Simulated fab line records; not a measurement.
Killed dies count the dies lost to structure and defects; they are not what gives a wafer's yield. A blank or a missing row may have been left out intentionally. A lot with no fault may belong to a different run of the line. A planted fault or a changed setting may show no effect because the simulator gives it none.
fab line records + flow gf180mcu
[record]
- lots = 14
- wafers = 42
- last-day = 34
route steps=602 shown DUAL_GATE@149 M3@412
lots with no fault: from the same line, run without faults
start-h: hours from the record's first day to the start of the lot's first wafer shown + wait-h: hours since the lot's step before + " as in the row above + L1.1+2: one row covering several wafers at once + - no value present, or no start provided + * or withheld: withheld + < > ~ a bound
route shown NAME@n: a module of which the file shows steps, and the number in the route of the first + usual: mean/standard deviation of fault-free wafers + same: alike in all rows + chamber/n: place in a boat + sites: per-site readings + _std_site: standard deviation across them + _edge_site: the outer-site mean with the inner-site mean subtracted + radius-mm: for every site, how far away it sits from the centre of the wafer + mask NAME#n: copy n + behind: the most recent tool/chamber to have shaped the wafer + hold: reason for holding the lot/hours on hold/outcome of the hold + device: names the non-switching transistor (n, p or np) + end of line: tests run on the same wafers once the route is complete + a step without rows: its recipe alone + killed: the dies lost at the first sort to structure and to defects; this is not the yield of the wafer + map: dies across one wafer; x = killed, . = not, _ = none there
set.NAME: the setting as run; set.NAME@STEP: as run at that earlier step + model.NAME: the simulator's own value behind a step, which no gauge read
route steps across a sampled set of lots; one table per step, one row per wafer
services: when a tool's chamber went out of use (start-h, in hours from the record's first day, below 0 if earlier), for how many hours, and the reason
[[steps]]
[step GF_DUAL_GATE_EXPOSE_08]
[recipe]
- mask-id = Dualgate
- target-cd-nm = 700
- na = 0.6
- source-shape = conventional
- sigma-outer = 0.6
- dose-mj = 140
[usual]
- exposure-dose-mJ-cm2 = 140.01/0.14
| lot.wafer | tool             | chamber | start-h | wait-h | mask       | exposure-dose-mJ-cm2 |
|-----------|------------------|---------|---------|--------|------------|----------------------|
| L568.2    | iline-stepper-02 | 0       | 168.24  | -      | Dualgate#0 | 139.70               |
| L568.3    | "                | 0       | "       | "      | Dualgate#0 | 139.79               |
| L568.5    | "                | 0       | "       | "      | Dualgate#0 | 139.81               |
| L569.3    | iline-stepper-02 | 0       | 174.47  | -      | Dualgate#0 | 140.16               |
| L569.5    | "                | 0       | "       | "      | Dualgate#0 | 140.10               |
| L569.6    | "                | 0       | "       | "      | Dualgate#0 | 140.07               |
| L570.1    | iline-stepper-02 | 0       | 177.49  | -      | Dualgate#0 | 140.05               |
| L570.4    | "                | 0       | "       | "      | Dualgate#0 | 139.89               |
| L570.5    | "                | 0       | "       | "      | Dualgate#0 | 139.86               |
| L571.2    | iline-stepper-01 | 0       | 186.38  | -      | Dualgate#0 | 139.96               |
| L571.3    | "                | 0       | "       | "      | Dualgate#0 | 140.04               |
| L571.5    | "                | 0       | "       | "      | Dualgate#0 | 140.01               |
| L573.2    | iline-stepper-01 | 0       | 201.85  | -      | Dualgate#0 | 140.19               |
| L573.3    | "                | 0       | "       | "      | Dualgate#0 | 139.77               |
| L573.5    | "                | 0       | "       | "      | Dualgate#0 | 139.88               |
| L574.1    | iline-stepper-02 | 0       | 206.87  | -      | Dualgate#0 | 139.96               |
| L574.2    | "                | 0       | "       | "      | Dualgate#0 | 140.05               |
| L574.4    | "                | 0       | "       | "      | Dualgate#0 | 139.92               |
| L575.1    | iline-stepper-01 | 0       | 214.66  | -      | Dualgate#0 | 140.01               |
| L575.3    | "                | 0       | "       | "      | Dualgate#0 | 140.00               |
| L575.5    | "                | 0       | "       | "      | Dualgate#0 | 140.00               |
| L577.2    | iline-stepper-02 | 0       | 228.00  | -      | Dualgate#0 | 140.16               |
| L577.3    | "                | 0       | "       | "      | Dualgate#0 | 140.01               |
| L577.4    | "                | 0       | "       | "      | Dualgate#0 | 140.03               |
| L580.1    | iline-stepper-02 | 0       | 250.69  | -      | Dualgate#0 | 124.42               |
| L580.3    | "                | 0       | "       | "      | Dualgate#0 | 124.49               |
| L580.5    | "                | 0       | "       | "      | Dualgate#0 | 124.54               |
| L581.2    | iline-stepper-02 | 0       | 259.05  | -      | Dualgate#0 | 124.30               |
| L581.5    | "                | 0       | "       | "      | Dualgate#0 | 123.96               |
| L581.6    | "                | 0       | "       | "      | Dualgate#0 | 124.26               |
| L584.1    | iline-stepper-01 | 0       | 278.83  | -      | Dualgate#0 | 139.78               |
| L584.2    | "                | 0       | "       | "      | Dualgate#0 | 139.98               |
| L584.3    | "                | 0       | "       | "      | Dualgate#0 | 139.88               |
| L586.3    | iline-stepper-01 | 0       | 288.95  | -      | Dualgate#0 | 140.12               |
| L586.4    | "                | 0       | "       | "      | Dualgate#0 | 140.30               |
| L586.6    | "                | 0       | "       | "      | Dualgate#0 | 140.20               |
| L587.1    | iline-stepper-01 | 0       | 299.53  | -      | Dualgate#0 | 139.99               |
| L587.4    | "                | 0       | "       | "      | Dualgate#0 | 140.19               |
| L587.5    | "                | 0       | "       | "      | Dualgate#0 | 140.01               |
| L590.2    | iline-stepper-01 | 0       | 318.23  | -      | Dualgate#0 | 139.99               |
| L590.3    | "                | 0       | "       | "      | Dualgate#0 | 139.83               |
| L590.5    | "                | 0       | "       | "      | Dualgate#0 | 139.83               |
[step GF_M3_SPUTTER_03]
[recipe]
- material = Ti
- target-thk-nm = 10
- substrate-temp-c = 300
- chamber-pressure-pa = 0.3
- power-w = 3000
- time-s = 6.7
[usual]
- throttle-valve-pct = 29.9/0.98
[same]
- time-s = 6.7
| lot.wafer | tool           | chamber | start-h | wait-h | throttle-valve-pct |
|-----------|----------------|---------|---------|--------|--------------------|
| L568.2    | pvd-sputter-02 | -       | 464.18  | 0.0    | 29.5               |
| L568.3    | "              | -       | "       | "      | 29.0               |
| L568.5    | "              | -       | "       | "      | 29.1               |
| L569.3    | pvd-sputter-02 | -       | 472.43  | 0.0    | 30.9               |
| L569.5    | "              | -       | "       | "      | 28.2               |
| L569.6    | "              | -       | "       | "      | 30.8               |
| L570.1    | pvd-sputter-04 | -       | 480.08  | 0.0    | 31.2               |
| L570.4    | "              | -       | "       | "      | 30.6               |
| L570.5    | "              | -       | "       | "      | 30.0               |
| L571.2    | pvd-sputter-04 | -       | 492.15  | 0.0    | 30.7               |
| L571.3    | "              | -       | "       | "      | 30.1               |
| L571.5    | "              | -       | "       | "      | 31.3               |
| L573.2    | pvd-sputter-04 | -       | 512.05  | 0.0    | 30.5               |
| L573.3    | "              | -       | "       | "      | 31.0               |
| L573.5    | "              | -       | "       | "      | 30.4               |
| L574.1    | pvd-sputter-04 | -       | 521.55  | 0.0    | 31.2               |
| L574.2    | "              | -       | "       | "      | 30.8               |
| L574.4    | "              | -       | "       | "      | 30.1               |
| L575.1    | pvd-sputter-02 | -       | 526.80  | 0.0    | 29.4               |
| L575.3    | "              | -       | "       | "      | 30.9               |
| L575.5    | "              | -       | "       | "      | 28.6               |
| L577.2    | pvd-sputter-02 | -       | 544.66  | 0.0    | 29.2               |
| L577.3    | "              | -       | "       | "      | 28.3               |
| L577.4    | "              | -       | "       | "      | 29.3               |
| L580.1    | pvd-sputter-02 | -       | 572.74  | 0.0    | 28.5               |
| L580.3    | "              | -       | "       | "      | 29.3               |
| L580.5    | "              | -       | "       | "      | 29.3               |
| L581.2    | pvd-sputter-04 | -       | 579.86  | 0.0    | 30.4               |
| L581.5    | "              | -       | "       | "      | 30.4               |
| L581.6    | "              | -       | "       | "      | 30.3               |
| L584.1    | pvd-sputter-02 | -       | 602.96  | 0.0    | 30.9               |
| L584.2    | "              | -       | "       | "      | 29.0               |
| L584.3    | "              | -       | "       | "      | 29.5               |
| L586.3    | pvd-sputter-04 | -       | 615.95  | 0.0    | 30.6               |
| L586.4    | "              | -       | "       | "      | 31.4               |
| L586.6    | "              | -       | "       | "      | 30.5               |
| L587.1    | pvd-sputter-03 | -       | 621.28  | 0.0    | 30.8               |
| L587.4    | "              | -       | "       | "      | 30.2               |
| L587.5    | "              | -       | "       | "      | 29.0               |
| L590.2    | pvd-sputter-03 | -       | 641.10  | 0.0    | 30.7               |
| L590.3    | "              | -       | "       | "      | 30.5               |
| L590.5    | "              | -       | "       | "      | 29.0               |
[step GF_M3_THK_MEAS_06]
[recipe]
- thk-meas-gauge = xrf
- reads = AlCu_of_M3_SPUTTER_02
[usual]
- M3_ALCU_THK = 448/4.3
| lot.wafer | tool          | chamber | start-h | wait-h | M3_ALCU_THK[nm] |
|-----------|---------------|---------|---------|--------|-----------------|
| L568.2    | film-metro-01 | -       | 464.37  | 0.1    | 451             |
| L568.3    | "             | -       | "       | "      | 450             |
| L568.5    | "             | -       | "       | "      | 449             |
| L569.3    | film-metro-04 | -       | 472.63  | 0.1    | 449             |
| L569.5    | "             | -       | "       | "      | 451             |
| L569.6    | "             | -       | "       | "      | 452             |
| L570.1    | film-metro-01 | -       | 480.26  | 0.1    | 452             |
| L570.4    | "             | -       | "       | "      | 450             |
| L570.5    | "             | -       | "       | "      | 451             |
| L571.2    | film-metro-01 | -       | 492.34  | 0.1    | 453             |
| L571.3    | "             | -       | "       | "      | 456             |
| L571.5    | "             | -       | "       | "      | 451             |
| L573.2    | film-metro-04 | -       | 512.24  | 0.1    | 450             |
| L573.3    | "             | -       | "       | "      | 448             |
| L573.5    | "             | -       | "       | "      | 446             |
| L574.1    | film-metro-01 | -       | 521.73  | 0.1    | 444             |
| L574.2    | "             | -       | "       | "      | 444             |
| L574.4    | "             | -       | "       | "      | 445             |
| L575.1    | film-metro-03 | -       | 526.98  | 0.1    | 440             |
| L575.3    | "             | -       | "       | "      | 445             |
| L575.5    | "             | -       | "       | "      | 442             |
| L577.2    | film-metro-03 | -       | 544.85  | 0.1    | 448             |
| L577.3    | "             | -       | "       | "      | 452             |
| L577.4    | "             | -       | "       | "      | 449             |
| L580.1    | film-metro-01 | -       | 572.92  | 0.1    | 450             |
| L580.3    | "             | -       | "       | "      | 452             |
| L580.5    | "             | -       | "       | "      | 451             |
| L581.2    | film-metro-03 | -       | 580.05  | 0.1    | 447             |
| L581.5    | "             | -       | "       | "      | 446             |
| L581.6    | "             | -       | "       | "      | 452             |
| L584.1    | film-metro-04 | -       | 603.14  | 0.1    | 442             |
| L584.2    | "             | -       | "       | "      | 443             |
| L584.3    | "             | -       | "       | "      | 439             |
| L586.3    | film-metro-01 | -       | 616.15  | 0.1    | 444             |
| L586.4    | "             | -       | "       | "      | 448             |
| L586.6    | "             | -       | "       | "      | 446             |
| L587.1    | film-metro-03 | -       | 621.46  | 0.1    | 447             |
| L587.4    | "             | -       | "       | "      | 449             |
| L587.5    | "             | -       | "       | "      | 457             |
| L590.2    | film-metro-03 | -       | 641.29  | 0.1    | 456             |
| L590.3    | "             | -       | "       | "      | 457             |
| L590.5    | "             | -       | "       | "      | 453             |
[step GF_M3_OVL_MEAS_15]
[usual]
- M3_OVL = -1/6.1
| lot.wafer | tool       | chamber | start-h | wait-h | M3_OVL[nm] |
|-----------|------------|---------|---------|--------|------------|
| L568.2    | overlay-02 | -       | 488.66  | 0.1    | -4         |
| L568.3    | "          | -       | "       | "      | -8         |
| L568.5    | "          | -       | "       | "      | -11        |
| L569.3    | overlay-02 | -       | 496.06  | 0.1    | -8         |
| L569.5    | "          | -       | "       | "      | -7         |
| L569.6    | "          | -       | "       | "      | 1          |
| L570.1    | overlay-01 | -       | 504.01  | 0.1    | -6         |
| L570.4    | "          | -       | "       | "      | -2         |
| L570.5    | "          | -       | "       | "      | -2         |
| L571.2    | overlay-01 | -       | 516.06  | 0.1    | 5          |
| L571.3    | "          | -       | "       | "      | 0          |
| L571.5    | "          | -       | "       | "      | 10         |
| L573.2    | overlay-01 | -       | 535.26  | 0.1    | 10         |
| L573.3    | "          | -       | "       | "      | 10         |
| L573.5    | "          | -       | "       | "      | 9          |
| L574.1    | overlay-02 | -       | 544.25  | 0.1    | -12        |
| L574.2    | "          | -       | "       | "      | -11        |
| L574.4    | "          | -       | "       | "      | -9         |
| L575.1    | overlay-01 | -       | 549.56  | 0.1    | -6         |
| L575.3    | "          | -       | "       | "      | -11        |
| L575.5    | "          | -       | "       | "      | -7         |
| L577.2    | overlay-02 | -       | 566.51  | 0.1    | 2          |
| L577.3    | "          | -       | "       | "      | 6          |
| L577.4    | "          | -       | "       | "      | 3          |
| L580.1    | overlay-01 | -       | 593.83  | 0.1    | -8         |
| L580.3    | "          | -       | "       | "      | -12        |
| L580.5    | "          | -       | "       | "      | -1         |
| L581.2    | overlay-01 | -       | 600.76  | 0.1    | -2         |
| L581.5    | "          | -       | "       | "      | 0          |
| L581.6    | "          | -       | "       | "      | -9         |
| L584.1    | overlay-01 | -       | 623.61  | 0.1    | 4          |
| L584.2    | "          | -       | "       | "      | -3         |
| L584.3    | "          | -       | "       | "      | 7          |
| L586.3    | overlay-01 | -       | 636.67  | 0.1    | 1          |
| L586.4    | "          | -       | "       | "      | 12         |
| L586.6    | "          | -       | "       | "      | 11         |
| L587.1    | overlay-02 | -       | 640.80  | 0.1    | -6         |
| L587.4    | "          | -       | "       | "      | 0          |
| L587.5    | "          | -       | "       | "      | -6         |
| L590.2    | overlay-01 | -       | 660.96  | 0.1    | 2          |
| L590.3    | "          | -       | "       | "      | -8         |
| L590.5    | "          | -       | "       | "      | -9         |
[[services]]
| tool             | chamber | start-h | hours | kind                    |
|------------------|---------|---------|-------|-------------------------|
| iline-stepper-02 | -       | 144.97  | 2.1   | pm                      |
| iline-stepper-02 | -       | 147.05  | -     | consumable-replace:lamp |
| iline-stepper-01 | -       | 206.26  | 2.1   | repair                  |
| pvd-sputter-04   | -       | 221.42  | 1.3   | repair                  |
| iline-stepper-01 | -       | 227.05  | 1.7   | pm                      |
| iline-stepper-02 | -       | 239.01  | 1.7   | pm                      |
| pvd-sputter-04   | -       | 240.42  | 20.9  | repair                  |
| iline-stepper-01 | -       | 247.17  | 13.0  | repair                  |
| pvd-sputter-03   | -       | 264.39  | 2.2   | repair                  |
| pvd-sputter-02   | -       | 343.19  | 14.8  | repair                  |
| iline-stepper-01 | -       | 349.01  | 3.2   | repair                  |
| iline-stepper-01 | -       | 428.51  | 4.4   | pm                      |
| iline-stepper-02 | -       | 434.77  | 3.6   | repair                  |
| iline-stepper-01 | -       | 445.23  | 1.7   | pm                      |
| iline-stepper-02 | -       | 457.19  | 1.7   | pm                      |
| iline-stepper-01 | -       | 477.70  | 7.3   | repair                  |
| pvd-sputter-03   | -       | 477.96  | 8.6   | repair                  |
| iline-stepper-02 | -       | 481.10  | 3.3   | repair                  |
| pvd-sputter-04   | -       | 483.58  | 2.1   | repair                  |
| pvd-sputter-03   | -       | 489.53  | 4.8   | repair                  |
| iline-stepper-01 | -       | 538.30  | 5.5   | repair                  |
| pvd-sputter-04   | -       | 588.74  | 8.7   | repair                  |
[[key]]
[first-sign]
- step = GF_DUAL_GATE_EXPOSE_08
- reading = exposure-dose-mJ-cm2
- direction = down
- sigmas = 99+
- usual = 140.01
- struck = 124.33
effect none on later readings
met-at GF_DUAL_GATE_EXPOSE_08
struck-lots L580,L581
tester-left-out L580,L581
not-acting-at GF_M3_SPUTTER_03,GF_M3_THK_MEAS_06,GF_M3_OVL_MEAS_15
onset-between 228.00 250.69
[fault]
- kind = process-parameter-drift
- tool = iline-stepper-02
- chamber = -
- onset-h = 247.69
- steps = GF_DUAL_GATE_EXPOSE_08
- channel = dose-mj
- offset = -15.731
- shape = step
- acts-in = these-recipes-only
- stated = 140
// tester-left-out: of these lots the tester's yield and bins aren't shown, on N5 and GAA mostly nor the transistor test; their killed dies are dies lost to structure and defects alone, not to doping, threshold or leakage, so they don't give the yield
